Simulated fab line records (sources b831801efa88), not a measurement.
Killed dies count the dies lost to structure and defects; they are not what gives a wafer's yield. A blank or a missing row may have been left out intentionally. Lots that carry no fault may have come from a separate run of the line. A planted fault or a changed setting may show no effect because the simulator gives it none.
Struck lot and sound lot, side by side || flow sfq-line || 21 out of 325 route steps
Sound: wafers L140.1, L140.2, L140.3. The struck wafers were L147.1, L147.4, L147.6. At the end, the cause is stated.
Each step with rows lists, per side, the tool, then ch with its chambers, then its first start. Under that, the readings that differ: sound wafers || struck wafers || difference of the means || sigmas: that difference in standard deviations of wafers without a fault.
alike: readings whose means differ by less than 2 such deviations, and words and numbers that are the same on both sides. not compared: withheld readings, readings that some wafer has no value for, bounds like >300 that may hide the same value, and numbers for which the record gives no deviation and whose values overlap.
Wherever a step has rows on one side only, a row that says differs or no value, or a row with sigmas, the two part there. Numbers that have no deviation but don't overlap get no sigmas and don't part them. Lack of a reading on every wafer of one side parts them only where that side has two or more wafers.

SFQ_INCOMING_BOW_MEAS_900:
  sound on film-metro-03, day 2 16:00; struck on film-metro-02, day 4 03:00
  alike: INCOMING_BOW
then, 1 step without rows for these wafers: SFQ_TRILAYER_INCOMING_OXIDATION_002 (target thk 500 nm, ox time 4939 s).
SFQ_TRILAYER_L0_DEP_SPUTTER_003: material MoNx KI, target thk 40 nm, time 100 s.
  sound on pvd-sputter-03, day 2 18:29; struck on pvd-sputter-06, day 4 05:29
  alike: throttle-valve-pct
SFQ_L0_RS_MEAS_901: measurement is done with a four-point probe.
  sound on film-metro-03, day 2 18:34; struck on film-metro-03, day 4 05:34
  alike: L0_MONX_KI_RS
SFQ_L0_THK_MEAS_902: measures by xrf.
  sound on film-metro-03, day 2 18:41; struck on film-metro-03, day 4 05:41
  alike: L0_MONX_KI_THK
then, 3 steps without rows for these wafers: SFQ_TRILAYER_L0_LITHO_COAT_010 (resist thk 62 nm); SFQ_TRILAYER_L0_LITHO_COAT_005 (resist thk 600 nm); SFQ_TRILAYER_L0_LITHO_SOFTBAKE_009.
-- the record jumps here: 3 days lie between the struck wafers' starts before and after --
SFQ_TRILAYER_L0_LITHO_EXPOSE_006: exposes mask L0, target cd 2000 nm.
  sound on krf-scanner-02 ch 0, day 5 19:04; struck on krf-scanner-02, day 7 16:13
  no value came back on the struck wafers for exposure-dose-mJ-cm2, focus-offset-nm (nm); on the sound wafers exposure-dose-mJ-cm2 reads 14.397 14.416 14.390
  alike: mask
then, 2 steps without rows for these wafers: SFQ_TRILAYER_L0_LITHO_PEB_008 (peb time 60 s); SFQ_TRILAYER_L0_LITHO_DEVELOP_007 (time 60 s).
SFQ_TRILAYER_L0_BARC_OPEN_METAL_ETCH_010: etches BARC in O2, target depth 125 nm, time 41.7 s.
  sound on rie-metal-01 ch 0,1, day 5 20:34; struck on rie-metal-02 ch 0,1, day 7 17:43
  alike: bias-w, drypump-motor-current-A, oes-product-au
  not compared: rf-hours-counter-h
SFQ_TRILAYER_L0_ETCH_METAL_ETCH_008: etches MoNx KI in SF6/O2, stops on SiO2, target depth 50 nm, time 25 s.
  sound on rie-metal-01 ch 0,1, day 5 20:37; struck on rie-metal-02 ch 0,1, day 7 17:47
  alike: bias-w, drypump-motor-current-A, oes-product-au
  not compared: rf-hours-counter-h
SFQ_TRILAYER_L0_STRIP_STRIP_009: strips in O2.
  sound on rie-metal-01 ch 0,1, day 5 20:40; struck on rie-metal-02 ch 0,1, day 7 17:50
  alike: drypump-motor-current-A, oes-product-au
  not compared: rf-hours-counter-h
then, 1 step without rows for these wafers: SFQ_TRILAYER_L0_STRIP_SOLV_CLEAN_010 (cleans in NMP, time 600 s).
SFQ_TRILAYER_L0_CAP_PECVD_011: deposits SiO2 from SiH4/N2O, time 13.333 s, target thk 60 nm.
  sound on pecvd-04 ch 0,1,2, day 5 21:26; struck on pecvd-04 ch 0,1,2, day 7 18:36
  alike: heater-power-outer-w, heater-power-w, throttle-valve-pct
then, 3 steps without rows for these wafers: SFQ_TRILAYER_L0_VIA_LITHO_COAT_018 (resist thk 62 nm); SFQ_TRILAYER_L0_VIA_LITHO_COAT_013 (resist thk 650 nm); SFQ_TRILAYER_L0_VIA_LITHO_SOFTBAKE_017.
SFQ_TRILAYER_L0_VIA_LITHO_EXPOSE_014: exposes mask L0V, target cd 700 nm.
  sound on krf-scanner-01 ch 0, day 6 02:57; struck on krf-scanner-01, day 8 00:14
  no value came back on the struck wafers for exposure-dose-mJ-cm2, focus-offset-nm (nm); on the sound wafers exposure-dose-mJ-cm2 reads 21.270 21.290 21.281
  alike: mask
then, 1 step without rows for these wafers: SFQ_TRILAYER_L0_VIA_LITHO_PEB_016 (peb time 60 s).

WHERE THEY PART
First at SFQ_TRILAYER_L0_LITHO_EXPOSE_006; last, within this record, at SFQ_TRILAYER_L0_VIA_LITHO_EXPOSE_014.

WHY: whatever the simulator had introduced
Beginning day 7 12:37, the whole step at SFQ_TRILAYER_L0_LITHO_EXPOSE_006 was skipped on krf-scanner-02. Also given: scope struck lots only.
